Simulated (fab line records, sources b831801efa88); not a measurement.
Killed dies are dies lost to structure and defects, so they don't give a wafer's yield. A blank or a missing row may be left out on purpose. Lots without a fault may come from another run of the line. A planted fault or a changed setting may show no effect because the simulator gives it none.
fab line records | flow sky130
record lots=5 wafers=15 last_day=50
route steps=708 shown LI_CONTACT@384 LOCAL_INTERCONNECT@387 CONTACT@406
lots that met no fault: from a run of the same line without faults
start_h: hours from the record's first day to the start of the lot's first wafer shown | wait_h: hours since the lot's step before | " the same as in the row above | L1.1+2: a row that stands for several wafers | - no value, or no start given | * or withheld: withheld | < > ~ a bound
route shown NAME@n: a module of which the file shows steps, and the number in the route of the first | usual: mean/standard deviation of fault-free wafers | same: alike in all rows | chamber/n: place in a boat | sites: the reading at each site | _std_site: their standard deviation | _edge_site: outer sites' mean less inner sites' | radius_mm: how far each site lies from the wafer's centre | mask NAME#n: copy n | behind: the tool/chamber that last shaped the wafer | hold: why the lot was held/for how many hours/how that ended | device: the transistor (n, p or np) that didn't switch | end of line: the same wafers' tests at the end of the route | a step without rows: its recipe alone | killed: dies lost to structure and defects at the first sort, not the wafer's yield | map: a wafer's dies, x killed, . not, _ none there
set.NAME: the setting as run; set.NAME@STEP: as run at that earlier step | model.NAME: the simulator's own value behind a step, which no gauge read
lots at some steps of the route; a table a step, a row a wafer
services: from which hour (start_h, from the record's first day; less than 0 if before it) a tool's chamber was out of use, for how many hours, and why
## steps
# step SKY_LI_CONTACT_RS_MEAS_22
# recipe thk_meas_gauge=four-point-probe reads=W_of_LI_CONTACT_CVD_21+TiN_of_LI_CONTACT_SPUTTER_20+Ti_of_LI_CONTACT_SPUTTER_19
# usual LI_CONTACT_W_RS=0.2842/0.0025
# columns lot.wafer tool chamber start_h wait_h LI_CONTACT_W_RS[ohm/sq]
L081.1 film_metro-03 - 737.96 0.1 0.2843
L081.3 " - " " 0.2825
L081.6 " - " " 0.2858
L082.3 film_metro-03 - 742.84 0.1 0.2878
L082.5 " - " " 0.2850
L082.6 " - " " 0.2844
L086.2 film_metro-03 - 788.28 0.1 0.2850
L086.4 " - " " 0.2865
L086.6 " - " " 0.2847
L091.1 film_metro-03 - 815.10 0.1 0.2826
L091.3 " - " " 0.2834
L091.6 " - " " 0.2871
L094.1 film_metro-03 - 841.83 0.1 0.2813
L094.2 " - " " 0.2822
L094.5 " - " " 0.2839
# step SKY_LI_CONTACT_THK_MEAS_23
# recipe thk_meas_gauge=xrf reads=W_of_LI_CONTACT_CVD_21
# usual LI_CONTACT_W_THK=418/6.6
# columns lot.wafer tool chamber start_h wait_h LI_CONTACT_W_THK[nm]
L081.1 film_metro-03 - 738.08 0.1 414
L081.3 " - " " 417
L081.6 " - " " 413
L082.3 film_metro-03 - 742.94 0.1 407
L082.5 " - " " 415
L082.6 " - " " 415
L086.2 film_metro-03 - 788.39 0.1 417
L086.4 " - " " 412
L086.6 " - " " 412
L091.1 film_metro-03 - 815.22 0.1 413
L091.3 " - " " 410
L091.6 " - " " 410
L094.1 film_metro-03 - 841.95 0.1 417
L094.2 " - " " 416
L094.5 " - " " 414
# step SKY_LI_CONTACT_CMP_24
# recipe stop_on=PSG t_overpolish_s=20 down_force_psi=3.5 platen_rpm=60 target_thk_nm=0 pad_velocity_m_s=0.94248
# usual motor_current_A=11.0/1.1 overpolish_run_s=20.000/0.0089 time_to_endpoint_s=98/3.3
# columns lot.wafer tool chamber start_h wait_h motor_current_A overpolish_run_s time_to_endpoint_s
L081.1 cmp-02 3 738.14 0.1 12.2 19.995 95
L081.3 " 0 " " 10.3 19.996 100
L081.6 " 3 " " 12.2 20.007 100
L082.3 cmp-02 2 743.03 0.1 11.1 20.004 94
L082.5 " 1 " " 10.7 20.003 98
L082.6 " 2 " " 11.0 19.994 92
L086.4 cmp-01 0 788.49 0.1 10.0 19.994 105
L086.2 " 2 " " 13.1 19.999 100
L086.6 " 3 " " 12.4 20.003 102
L091.3 cmp-02 0 815.28 0.0 9.5 19.994 98
L091.1 " 2 " " 10.9 19.990 102
L091.6 " 0 " " 8.9 19.992 94
L094.1 cmp-02 2 842.01 0.1 11.2 20.011 98
L094.2 " 1 " " 11.2 19.984 99
L094.5 " 2 " " 11.1 19.986 97
# step SKY_LOCAL_INTERCONNECT_SPUTTER_00
# recipe material=TiN target_thk_nm=100 temp_c=300 power_w=6500 time_s=83.3 chamber_pressure_pa=0.4
# usual throttle_valve_pct=30.4/0.88
# columns lot.wafer tool chamber start_h wait_h throttle_valve_pct
L081.1 pvd_sputter-02 - 738.44 0.2 29.3
L081.3 " - " " 31.4
L081.6 " - " " 31.5
L082.3 pvd_sputter-04 - 743.28 0.2 28.5
L082.5 " - " " 31.4
L082.6 " - " " 30.8
L086.2 pvd_sputter-02 - 788.74 0.1 31.1
L086.4 " - " " 30.9
L086.6 " - " " 29.5
L091.1 pvd_sputter-02 - 815.58 0.1 30.9
L091.3 " - " " 31.2
L091.6 " - " " 30.7
L094.1 pvd_sputter-01 - 842.31 0.2 31.2
L094.2 " - " " 30.1
L094.5 " - " " 30.2
# step SKY_LOCAL_INTERCONNECT_RS_MEAS_01
# recipe thk_meas_gauge=four-point-probe reads=TiN_of_LOCAL_INTERCONNECT_SPUTTER_00
# usual LOCAL_INTERCONNECT_TIN_RS=14.08/0.13
# columns lot.wafer tool chamber start_h wait_h LOCAL_INTERCONNECT_TIN_RS[ohm/sq]
L081.1 film_metro-03 - 738.50 0.0 14.32
L081.3 " - " " 14.19
L081.6 " - " " 14.17
L082.3 film_metro-03 - 743.38 0.1 14.12
L082.5 " - " " 14.07
L082.6 " - " " 14.07
L086.2 film_metro-01 - 788.82 0.1 14.15
L086.4 " - " " 14.19
L086.6 " - " " 14.14
L091.1 film_metro-03 - 815.64 0.0 14.21
L091.3 " - " " 14.03
L091.6 " - " " 14.16
L094.1 film_metro-01 - 842.37 0.0 13.98
L094.2 " - " " 13.99
L094.5 " - " " 13.81
# step SKY_LOCAL_INTERCONNECT_THK_MEAS_02
# recipe thk_meas_gauge=xrf reads=TiN_of_LOCAL_INTERCONNECT_SPUTTER_00
# usual LOCAL_INTERCONNECT_TIN_THK=99.1/0.95
# columns lot.wafer tool chamber start_h wait_h LOCAL_INTERCONNECT_TIN_THK[nm]
L081.1 film_metro-03 - 738.62 0.1 97.6
L081.3 " - " " 97.9
L081.6 " - " " 98.5
L082.3 film_metro-03 - 743.48 0.1 98.5
L082.5 " - " " 98.9
L082.6 " - " " 98.6
L086.2 film_metro-01 - 788.93 0.1 99.1
L086.4 " - " " 98.7
L086.6 " - " " 98.7
L091.1 film_metro-03 - 815.76 0.1 97.9
L091.3 " - " " 99.2
L091.6 " - " " 98.2
L094.1 film_metro-01 - 842.49 0.1 99.3
L094.2 " - " " 100.0
L094.5 " - " " 100.7
# step SKY_LOCAL_INTERCONNECT_DEHYDRATE_03
# recipe temp_c=200 time_s=60
# usual heater_power_total_W=160.38/0.12
# columns lot.wafer tool chamber start_h wait_h heater_power_total_W
L081.1 litho_track-01 0 752.05 13.4 160.56
L081.3 " 0 " " 160.40
L081.6 " 0 " " 160.21
L082.3 litho_track-04 0 756.45 13.0 160.48
L082.5 " 0 " " 160.52
L082.6 " 0 " " 160.21
L086.2 litho_track-04 0 801.57 12.6 160.52
L086.4 " 0 " " 160.39
L086.6 " 0 " " 160.52
L091.1 litho_track-04 0 827.65 11.9 160.57
L091.3 " 0 " " 160.30
L091.6 " 0 " " 160.22
L094.1 litho_track-01 0 854.85 12.3 160.23
L094.2 " 0 " " 160.40
L094.5 " 0 " " 160.28
# step SKY_LOCAL_INTERCONNECT_HMDS_04
# recipe prime_time_s=60 prime_temp_c=120
# columns lot.wafer tool chamber start_h wait_h
L081.1+3+6 litho_track-01 0 752.20 0.1
L082.3+5+6 litho_track-04 0 756.60 0.1
L086.2+4+6 litho_track-04 0 801.72 0.1
L091.1+3+6 litho_track-04 0 827.80 0.1
L094.1+2+5 litho_track-01 0 855.00 0.1
# step SKY_LOCAL_INTERCONNECT_COAT_05
# recipe resist=BARC temp_c=withheld time_s=withheld spin_rpm=3000 resist_thk_nm=60
# columns lot.wafer tool chamber start_h wait_h
L081.1+3+6 litho_track-01 0 752.35 0.1
L082.3+5+6 litho_track-04 0 756.75 0.1
L086.2+4+6 litho_track-04 0 801.87 0.1
L091.1+3+6 litho_track-04 0 827.95 0.1
L094.1+2+5 litho_track-01 0 855.15 0.1
# step SKY_LOCAL_INTERCONNECT_COAT_06
# recipe resist=KrF-thick spin_rpm=3000 resist_thk_nm=450
# columns lot.wafer tool chamber start_h wait_h
L081.1+3+6 litho_track-01 0 - -
L082.3+5+6 litho_track-04 0 - -
L086.2+4+6 litho_track-04 0 - -
L091.1+3+6 litho_track-04 0 - -
L094.1+2+5 litho_track-01 0 - -
# step SKY_LOCAL_INTERCONNECT_SOFTBAKE_07
# recipe temp_c=100 time_s=90 resist=KrF-thick
# usual heater_power_total_W=57.34/0.12
# columns lot.wafer tool chamber start_h wait_h heater_power_total_W
L081.1 litho_track-01 0 - - 57.14
L081.3 " 0 " " 57.37
L081.6 " 0 " " 57.52
L082.3 litho_track-04 0 - - 57.13
L082.5 " 0 " " 57.23
L082.6 " 0 " " 57.53
L086.2 litho_track-04 0 - - 57.43
L086.4 " 0 " " 57.28
L086.6 " 0 " " 57.45
L091.1 litho_track-04 0 - - 57.12
L091.3 " 0 " " 57.40
L091.6 " 0 " " 57.39
L094.1 litho_track-01 0 - - 57.29
L094.2 " 0 " " 57.30
L094.5 " 0 " " 57.42
# step SKY_LOCAL_INTERCONNECT_EXPOSE_08
# recipe mask_id=LI1M na=0.8 source_shape=annular sigma_inner=0.55 sigma_outer=0.85 target_cd_nm=170 dose_mj=28
# same sigma_inner=0.55
# columns lot.wafer tool chamber start_h wait_h mask
L081.1+3+6 krf_scanner-02 0 - - LI1M#0
L082.3+5+6 krf_scanner-02 0 - - LI1M#0
L086.2+4+6 krf_scanner-02 0 - - LI1M#0
L091.1+3+6 krf_scanner-01 0 - - LI1M#0
L094.1+2+5 krf_scanner-02 0 - - LI1M#0
# step SKY_LOCAL_INTERCONNECT_PEB_09
# recipe peb_temp_c=withheld peb_time_s=withheld resist=KrF-thick
# columns lot.wafer tool chamber start_h wait_h
L081.1+3+6 litho_track-01 0 - -
L082.3+5+6 litho_track-01 0 - -
L086.2+4+6 litho_track-02 0 - -
L091.1+3+6 litho_track-02 0 - -
L094.1+2+5 litho_track-01 0 - -
# step SKY_LOCAL_INTERCONNECT_DEVELOP_10
# recipe develop_time_s=60 resist=KrF-thick dev_temp_c=21
# columns lot.wafer tool chamber start_h wait_h
L081.1+3+6 litho_track-01 0 - -
L082.3+5+6 litho_track-01 0 - -
L086.2+4+6 litho_track-02 0 - -
L091.1+3+6 litho_track-02 0 - -
L094.1+2+5 litho_track-01 0 - -
# step SKY_LOCAL_INTERCONNECT_CD_MEAS_11
# recipe target_cd_nm=170
# usual cd_nm=170.3/1.3
# columns lot.wafer tool chamber start_h wait_h cd_nm
L081.1 cd_sem-02 - 765.60 - 171.3
L081.3 " - " " 171.6
L081.6 " - " " 171.6
L082.3 cd_sem-01 - 770.49 - 171.5
L082.5 " - " " 171.8
L082.6 " - " " 172.7
L086.2 cd_sem-02 - 815.82 - 168.5
L086.4 " - " " 167.5
L086.6 " - " " 169.4
L091.1 cd_sem-02 - 841.45 - 170.2
L091.3 " - " " 169.6
L091.6 " - " " 169.9
L094.1 cd_sem-02 - 867.90 - 170.7
L094.2 " - " " 169.5
L094.5 " - " " 169.9
# step SKY_LOCAL_INTERCONNECT_OVL_MEAS_12
# usual LOCAL_INTERCONNECT_OVL=1/6.3
# columns lot.wafer tool chamber start_h wait_h LOCAL_INTERCONNECT_OVL[nm]
L081.1 overlay-01 - 765.72 0.1 -1
L081.3 " - " " -3
L081.6 " - " " 3
L082.3 overlay-01 - 770.58 0.1 10
L082.5 " - " " 12
L082.6 " - " " -1
L086.2 overlay-01 - 815.93 0.1 -7
L086.4 " - " " -10
L086.6 " - " " -5
L091.1 overlay-02 - 841.57 0.1 -1
L091.3 " - " " 0
L091.6 " - " " 1
L094.1 overlay-01 - 868.02 0.1 4
L094.2 " - " " 3
L094.5 " - " " 10
# step SKY_LOCAL_INTERCONNECT_ETCH_13
# recipe chemistry=N2/H2 target=BARC ion_energy_ev=200 bias_w=100 pressure_mtorr=30 n2_flow_sccm=100 h2_flow_sccm=200 icp_w=500 stop_on=SiO2 time_s=45.9 target_depth_a=600
# usual drypump_motor_current_A=5.76/0.27 oes_product_au=0.855/0.0045 throttle_valve_pct=13.225/0.0092
# columns lot.wafer tool chamber start_h wait_h drypump_motor_current_A oes_product_au rf_hours_counter_h throttle_valve_pct
L081.1 rie_metal-03 1 765.76 0.0 5.74 0.856 5 13.231
L081.3 " 0 " " 5.82 0.863 - 13.210
L081.6 " 0 " " 5.85 0.848 - 13.222
L082.3 rie_metal-04 1 770.63 0.0 5.20 0.854 - 13.227
L082.5 " 0 " " 6.29 0.857 - 13.221
L082.6 " 1 " " 5.20 0.849 - 13.209
L086.2 rie_metal-01 0 815.96 0.0 5.82 0.857 10 13.231
L086.4 " 1 " " 5.74 0.856 - 13.235
L086.6 " 1 " " 5.74 0.845 - 13.227
L091.1 rie_metal-01 1 841.61 0.0 5.72 0.859 15 13.247
L091.3 " 0 " " 5.83 0.855 - 13.225
L091.6 " 1 " " 5.72 0.861 - 13.209
L094.1 rie_metal-03 0 868.06 0.0 5.81 0.854 2 13.225
L094.2 " 1 " " 5.74 0.854 10 13.224
L094.5 " 1 " " 5.72 0.851 - 13.214
# step SKY_LOCAL_INTERCONNECT_METAL_ETCH_14
# recipe target_depth_nm=110 stop_on=PSG chemistry=Cl2/BCl3 target=TiN resist_sidewall_deg=88 pressure_mtorr=10 icp_w=900 bias_w=48.5 Cl2_flow_sccm=60 bcl3_flow_sccm=30 time_s=31.4
# usual drypump_motor_current_A=5.76/0.27 oes_product_au=0.943/0.0063 throttle_valve_pct=21.900/0.0093
# columns lot.wafer tool chamber start_h wait_h drypump_motor_current_A oes_product_au rf_hours_counter_h throttle_valve_pct
L081.1 rie_metal-03 1 765.82 0.0 5.70 0.932 5 21.909
L081.3 " 0 " " 5.85 0.932 - 21.908
L081.6 " 0 " " 5.81 0.942 - 21.892
L082.3 rie_metal-04 1 770.69 0.0 5.22 0.939 - 21.899
L082.5 " 0 " " 6.28 0.940 - 21.893
L082.6 " 1 " " 5.21 0.942 - 21.913
L086.2 rie_metal-01 0 816.02 0.0 5.78 0.939 10 21.892
L086.4 " 1 " " 5.69 0.932 - 21.901
L086.6 " 1 " " 5.72 0.942 - 21.904
L091.1 rie_metal-01 1 841.67 0.0 5.69 0.935 15 21.906
L091.3 " 0 " " 5.82 0.936 - 21.903
L091.6 " 1 " " 5.68 0.939 - 21.905
L094.1 rie_metal-03 0 868.12 0.0 5.84 0.948 2 21.903
L094.2 " 1 " " 5.74 0.944 10 21.915
L094.5 " 1 " " 5.72 0.949 - 21.901
# step SKY_LOCAL_INTERCONNECT_STRIP_15
# recipe chemistry=O2/N2 power_w=1400 pressure_mtorr=1500 platen_temp_c=withheld o2_flow_sccm=3000 n2_flow_sccm=300 overash_fraction=0.5
# usual drypump_motor_current_A=6.2/0.31 oes_product_au=0.427/0.0043 strip_time_to_endpoint_s=4.720/0.019
# columns lot.wafer tool chamber start_h wait_h drypump_motor_current_A oes_product_au rf_hours_counter_h strip_time_to_endpoint_s
L081.1 plasma_asher-02 0 765.87 0.0 6.3 0.422 93 4.713
L081.3 " 1 " " 6.0 0.434 - 4.724
L081.6 " 0 " " 6.3 0.417 - 4.733
L082.3 plasma_asher-02 0 770.75 0.1 6.3 0.429 - 4.735
L082.5 " 1 " " 6.0 0.430 - 4.749
L082.6 " 0 " " 6.3 0.424 - 4.750
L086.2 plasma_asher-02 0 816.07 0.0 6.4 0.429 99 4.711
L086.4 " 1 " " 6.0 0.432 - 4.696
L086.6 " 0 " " 6.4 0.421 - 4.692
L091.1 plasma_asher-02 0 841.72 0.0 6.3 0.433 102 4.709
L091.3 " 1 " " 6.0 0.421 - 4.743
L091.6 " 0 " " 6.3 0.425 - 4.697
L094.1 plasma_asher-02 1 868.17 0.0 6.0 0.427 104 4.735
L094.2 " 0 " " 6.3 0.431 104 4.718
L094.5 " 0 " " 6.3 0.427 - 4.720
# step SKY_LOCAL_INTERCONNECT_STRIP_16
# recipe chemistry=post_etch_residue_remover time_s=1200 temp_c=72.5
# usual temp_c=72.49/0.12
# columns lot.wafer tool chamber start_h wait_h temp_c
L081.1 wet_bench-04 0 765.97 0.1 72.49
L081.3 " 0 " " 72.61
L081.6 " 0 " " 72.40
L082.3 wet_bench-02 1 770.82 0.0 72.47
L082.5 " 1 " " 72.51
L082.6 " 1 " " 72.37
L086.2 wet_bench-04 2 816.17 0.1 72.51
L086.4 " 2 " " 72.79
L086.6 " 2 " " 72.50
L091.1 wet_bench-04 3 841.82 0.1 72.58
L091.3 " 3 " " 72.64
L091.6 " 3 " " 72.40
L094.1 wet_bench-02 3 868.27 0.1 72.39
L094.2 " 3 " " 72.39
L094.5 " 3 " " 72.34
# step SKY_LOCAL_INTERCONNECT_CLEAN_17
# recipe chemistry=IPA time_s=180 temp_c=25
# usual temp_c=25.00/0.11
# columns lot.wafer tool chamber start_h wait_h temp_c
L081.1 wet_bench-02 2 766.31 0.0 25.22
L081.3 " 2 " " 24.95
L081.6 " 2 " " 25.04
L082.3 wet_bench-04 1 771.26 0.0 25.04
L082.5 " 1 " " 25.03
L082.6 " 1 " " 25.19
L086.2 wet_bench-03 2 816.51 0.0 24.94
L086.4 " 2 " " 24.92
L086.6 " 2 " " 25.10
L091.1 wet_bench-02 0 842.16 0.0 25.03
L091.3 " 0 " " 25.11
L091.6 " 0 " " 24.88
L094.1 wet_bench-04 3 868.61 0.0 24.81
L094.2 " 3 " " 24.90
L094.5 " 3 " " 24.81
# step SKY_LOCAL_INTERCONNECT_CLEAN_18
# recipe chemistry=O3/DIW dry=n2_spin
# columns lot.wafer tool chamber start_h wait_h
L081.1+3+6 wet_bench-04 0 766.38 0.0
L082.3+5+6 wet_bench-03 0 771.32 0.0
L086.2+4+6 wet_bench-02 1 816.58 0.0
L091.1+3+6 wet_bench-04 3 842.28 0.0
L094.1+2+5 wet_bench-03 0 868.67 0.0
# step SKY_CONTACT_CVD_00
# recipe material=Si3N4 target_thk_nm=75 temp_c=400 time_s=withheld rf_w=450
# usual heater_power_w=727/99
# columns lot.wafer tool chamber start_h wait_h heater_power_w
L081.1 pecvd-02 1 766.47 0.0 876
L081.3 " 2 " " 564
L081.6 " 0 " " 702
L082.3 pecvd-02 0 771.42 0.0 765
L082.5 " 0 " " 771
L082.6 " 1 " " 761
L086.2 pecvd-02 1 816.67 0.0 769
L086.4 " 2 " " 704
L086.6 " 0 " " 640
L091.1 pecvd-04 0 842.37 0.0 686
L091.3 " 2 " " 653
L091.6 " 1 " " 882
L094.1 pecvd-02 1 868.76 0.0 872
L094.2 " 0 " " 706
L094.5 " 2 " " 650
# step SKY_CONTACT_THK_MEAS_01
# recipe reads=Si3N4_of_CONTACT_CVD_00
# usual CONTACT_CVD_00_THK=74.8/0.92
# columns lot.wafer tool chamber start_h wait_h CONTACT_CVD_00_THK[nm]
L081.1 film_metro-02 - 766.51 - 73.6
L081.3 " - " " 74.0
L081.6 " - " " 74.0
L082.3 film_metro-02 - 771.48 - 74.1
L082.5 " - " " 74.5
L082.6 " - " " 74.6
L086.2 film_metro-04 - 816.71 - 73.4
L086.4 " - " " 75.0
L086.6 " - " " 74.8
L091.1 film_metro-03 - 842.40 - 74.0
L091.3 " - " " 74.2
L091.6 " - " " 75.4
L094.1 film_metro-02 - 868.80 - 74.1
L094.2 " - " " 72.9
L094.5 " - " " 73.7
# step SKY_CONTACT_HDPCVD_02
# recipe material=SiO2 target_thk_nm=565 sigma_open_frac=0.3 time_s=94.2 temp_c=600 sih4_flow_sccm=60 pressure_mtorr=6
# columns lot.wafer tool chamber start_h wait_h
L081.1+3+6 hdpcvd-01 2,0,1 766.57 0.1
L082.3+5+6 hdpcvd-02 2,0,2 771.52 0.0
L086.2+4+6 hdpcvd-02 2,2,1 816.76 0.0
L091.1+3+6 hdpcvd-02 2,1,1 842.46 0.1
L094.1+2+5 hdpcvd-02 1,2,1 868.86 0.1
# step SKY_CONTACT_THK_MEAS_03
# recipe reads=SiO2_of_CONTACT_HDPCVD_02
# usual CONTACT_HDPCVD_THK=565/4.4
# columns lot.wafer tool chamber start_h wait_h CONTACT_HDPCVD_THK[nm]
L081.1 film_metro-03 - 766.64 0.0 566
L081.3 " - " " 566
L081.6 " - " " 572
L082.3 film_metro-04 - 771.60 0.1 564
L082.5 " - " " 568
L082.6 " - " " 569
L086.2 film_metro-02 - 816.84 0.0 567
L086.4 " - " " 565
L086.6 " - " " 563
L091.1 film_metro-02 - 842.53 0.0 558
L091.3 " - " " 555
L091.6 " - " " 557
L094.1 film_metro-04 - 868.93 0.0 563
L094.2 " - " " 563
L094.5 " - " " 566
# step SKY_CONTACT_CMP_04
# recipe material=SiO2 down_force_psi=4 platen_rpm=60 pad_velocity_m_s=0.94248
# usual motor_current_A=12.2/1.2 time_to_endpoint_s=85/3.1
# columns lot.wafer tool chamber start_h wait_h motor_current_A time_to_endpoint_s
L081.1 cmp-01 3 766.70 0.1 13.4 84
L081.3 " 0 " " 11.2 87
L081.6 " 0 " " 10.8 86
L082.3 cmp-01 1 771.69 0.1 11.7 87
L082.6 " 0 " " 10.8 89
L082.5 " 1 " " 11.4 87
L086.4 cmp-01 2 816.94 0.1 13.1 81
L086.2 " 0 " " 11.3 87
L086.6 " 2 " " 13.8 83
L091.3 cmp-02 0 842.59 0.0 10.4 83
L091.1 " 3 " " 13.0 83
L091.6 " 1 " " 11.1 83
L094.2 cmp-02 2 869.09 0.1 11.6 84
L094.1 " 3 " " 12.8 84
L094.5 " 0 " " 10.4 81
# step SKY_CONTACT_BOW_MEAS_05
# recipe mode=bow
# usual CONTACT_BOW=81/6.8
# columns lot.wafer tool chamber start_h wait_h CONTACT_BOW[um]
L081.1 film_metro-03 - 767.00 0.2 79
L081.3 " - " " 87
L081.6 " - " " 75
L082.3 film_metro-03 - 771.98 0.2 77
L082.5 " - " " 76
L082.6 " - " " 85
L086.2 film_metro-02 - 817.21 0.1 79
L086.4 " - " " 75
L086.6 " - " " 82
L091.1 film_metro-02 - 842.89 0.1 86
L091.3 " - " " 82
L091.6 " - " " 79
L094.1 film_metro-02 - 869.29 0.1 87
L094.2 " - " " 76
L094.5 " - " " 74
# step SKY_CONTACT_DEHYDRATE_06
# recipe temp_c=200 time_s=60
# usual heater_power_total_W=160.38/0.13
# columns lot.wafer tool chamber start_h wait_h heater_power_total_W
L081.1 litho_track-03 0 779.81 12.8 160.53
L081.3 " 0 " " 160.53
L081.6 " 0 " " 160.61
L082.3 litho_track-02 0 784.85 12.8 160.19
L082.5 " 0 " " 160.16
L082.6 " 0 " " 160.36
L086.2 litho_track-03 0 829.88 12.7 160.59
L086.4 " 0 " " 160.61
L086.6 " 0 " " 160.32
L091.1 litho_track-02 0 855.10 12.2 160.45
L091.3 " 0 " " 160.11
L091.6 " 0 " " 160.34
L094.1 litho_track-01 0 881.35 12.0 160.23
L094.2 " 0 " " 160.42
L094.5 " 0 " " 160.46
# step SKY_CONTACT_HMDS_07
# recipe prime_time_s=60 prime_temp_c=120
# columns lot.wafer tool chamber start_h wait_h
L081.1+3+6 litho_track-03 0 779.96 0.1
L082.3+5+6 litho_track-02 0 785.00 0.1
L086.2+4+6 litho_track-03 0 830.03 0.1
L091.1+3+6 litho_track-02 0 855.25 0.1
L094.1+2+5 litho_track-01 0 881.50 0.1
# step SKY_CONTACT_COAT_08
# recipe resist=BARC temp_c=withheld time_s=withheld spin_rpm=3000 resist_thk_nm=60
# columns lot.wafer tool chamber start_h wait_h
L081.1+3+6 litho_track-03 0 780.11 0.1
L082.3+5+6 litho_track-02 0 785.15 0.1
L086.2+4+6 litho_track-03 0 830.18 0.1
L091.1+3+6 litho_track-02 0 855.40 0.1
L094.1+2+5 litho_track-01 0 881.65 0.1
# step SKY_CONTACT_COAT_09
# recipe resist=KrF-thick spin_rpm=3000 resist_thk_nm=450
# columns lot.wafer tool chamber start_h wait_h
L081.1+3+6 litho_track-03 0 - -
L082.3+5+6 litho_track-02 0 - -
L086.2+4+6 litho_track-03 0 - -
L091.1+3+6 litho_track-02 0 - -
L094.1+2+5 litho_track-01 0 - -
# step SKY_CONTACT_SOFTBAKE_10
# recipe temp_c=100 time_s=90 resist=KrF-thick
# usual heater_power_total_W=57.34/0.12
# columns lot.wafer tool chamber start_h wait_h heater_power_total_W
L081.1 litho_track-03 0 - - 57.28
L081.3 " 0 " " 57.24
L081.6 " 0 " " 57.31
L082.3 litho_track-02 0 - - 57.48
L082.5 " 0 " " 57.39
L082.6 " 0 " " 57.54
L086.2 litho_track-03 0 - - 57.45
L086.4 " 0 " " 57.18
L086.6 " 0 " " 57.39
L091.1 litho_track-02 0 - - 57.16
L091.3 " 0 " " 57.46
L091.6 " 0 " " 57.57
L094.1 litho_track-01 0 - - 57.53
L094.2 " 0 " " 57.30
L094.5 " 0 " " 57.37
# step SKY_CONTACT_EXPOSE_11
# recipe mask_id=CTM1 na=0.8 source_shape=annular sigma_inner=0.55 sigma_outer=0.85 target_cd_nm=170 dose_mj=38
# same sigma_inner=0.55
# columns lot.wafer tool chamber start_h wait_h mask
L081.1+3+6 krf_scanner-01 0 - - CTM1#0
L082.3+5+6 krf_scanner-01 0 - - CTM1#0
L086.2+4+6 krf_scanner-02 0 - - CTM1#0
L091.1+3+6 krf_scanner-01 0 - - CTM1#0
L094.1+2+5 krf_scanner-02 0 - - CTM1#0
# step SKY_CONTACT_PEB_12
# recipe peb_temp_c=withheld peb_time_s=withheld resist=KrF-thick
# columns lot.wafer tool chamber start_h wait_h
L081.1+3+6 litho_track-03 0 - -
L082.3+5+6 litho_track-01 0 - -
L086.2+4+6 litho_track-03 0 - -
L091.1+3+6 litho_track-03 0 - -
L094.1+2+5 litho_track-01 0 - -
# step SKY_CONTACT_DEVELOP_13
# recipe develop_time_s=60 resist=KrF-thick dev_temp_c=21
# columns lot.wafer tool chamber start_h wait_h
L081.1+3+6 litho_track-03 0 - -
L082.3+5+6 litho_track-01 0 - -
L086.2+4+6 litho_track-03 0 - -
L091.1+3+6 litho_track-03 0 - -
L094.1+2+5 litho_track-01 0 - -
# step SKY_CONTACT_CD_MEAS_14
# recipe target_cd_nm=170
# usual cd_nm=170.3/1.3
# columns lot.wafer tool chamber start_h wait_h cd_nm
L081.1 cd_sem-01 - 793.31 - 169.5
L081.3 " - " " 170.2
L081.6 " - " " 168.8
L082.3 cd_sem-02 - 798.29 - 169.5
L082.5 " - " " 172.3
L082.6 " - " " 171.2
L086.2 cd_sem-02 - 843.69 - 168.0
L086.4 " - " " 168.6
L086.6 " - " " 169.8
L091.1 cd_sem-02 - 868.76 - 172.1
L091.3 " - " " 171.2
L091.6 " - " " 172.4
L094.1 cd_sem-02 - 895.05 - 170.0
L094.2 " - " " 169.3
L094.5 " - " " 167.9
# step SKY_CONTACT_OVL_MEAS_15
# usual CONTACT_OVL=-4/4.4
# columns lot.wafer tool chamber start_h wait_h CONTACT_OVL[nm]
L081.1 overlay-01 - 793.43 0.1 -5
L081.3 " - " " -6
L081.6 " - " " -2
L082.3 overlay-01 - 798.38 0.1 -3
L082.5 " - " " -5
L082.6 " - " " -4
L086.2 overlay-01 - 843.80 0.1 -4
L086.4 " - " " -6
L086.6 " - " " -11
L091.1 overlay-02 - 868.88 0.1 3
L091.3 " - " " -2
L091.6 " - " " -1
L094.1 overlay-01 - 895.17 0.1 2
L094.2 " - " " 0
L094.5 " - " " -1
# step SKY_CONTACT_ETCH_16
# recipe chemistry=N2/H2 target=BARC ion_energy_ev=200 source_w=500 bias_w=100 pressure_mtorr=30 n2_flow_sccm=100 h2_flow_sccm=200 stop_on=SiO2 time_s=45.9 target_depth_a=600
# usual drypump_motor_current_A=5.7/0.55 oes_product_au=0.854/0.0048 throttle_valve_pct=13.224/0.0097
# columns lot.wafer tool chamber start_h wait_h drypump_motor_current_A oes_product_au rf_hours_counter_h throttle_valve_pct
L081.1 rie_diel-04 1 793.46 0.0 5.2 0.846 4 13.231
L081.3 " 2 " " 5.7 0.851 7 13.216
L081.6 " 0 " " 6.2 0.851 - 13.231
L082.3 rie_diel-01 2 798.41 0.0 5.2 0.859 27 13.242
L082.5 " 0 " " 5.9 0.858 - 13.208
L082.6 " 3 " " 5.2 0.848 - 13.204
L086.2 rie_diel-01 1 843.83 0.0 6.6 0.857 6 13.225
L086.4 " 0 " " 5.9 0.854 21 13.215
L086.6 " 0 " " 5.9 0.851 - 13.231
L091.1 rie_diel-01 1 868.92 0.0 6.6 0.858 7 13.213
L091.3 " 2 " " 5.2 0.853 0 13.234
L091.6 " 0 " " 5.9 0.858 - 13.232
L094.1 rie_diel-03 0 895.21 0.0 4.9 0.856 5 13.237
L094.2 " 1 " " 6.0 0.854 12 13.213
L094.5 " 2 " " 5.7 0.859 - 13.210
## services
# columns tool chamber start_h hours kind
krf_scanner-02 - 717.59 1.3 pm
hdpcvd-02 - 718.20 5.5 pm
krf_scanner-02 - 718.89 1.0 pm
krf_scanner-01 - 723.08 0.8 pm
pecvd-02 1 727.92 5.3 repair
cmp-02 - 734.00 0.3 repair
cmp-01 - 744.00 4.0 pm
pecvd-02 1 744.37 12.8 repair
krf_scanner-02 - 746.92 4.0 pm
cmp-01 - 756.14 6.4 pm
cmp-02 - 766.55 1.9 repair
cmp-01 - 774.06 1.8 repair
krf_scanner-02 - 774.49 0.8 pm
hdpcvd-02 - 775.06 2.8 pm
krf_scanner-01 - 775.78 1.3 pm
krf_scanner-02 - 777.08 3.6 pm
hdpcvd-02 0 784.44 14.9 repair
cmp-02 - 806.96 1.1 repair
wet_bench-04 - 844.44 2.1 repair
hdpcvd-02 1 848.09 11.2 repair
plasma_asher-02 - 865.10 2.8 pm
krf_scanner-02 - 874.54 4.4 pm
krf_scanner-02 - 886.87 1.0 pm
krf_scanner-02 - 893.58 1.3 pm
## key
fault none
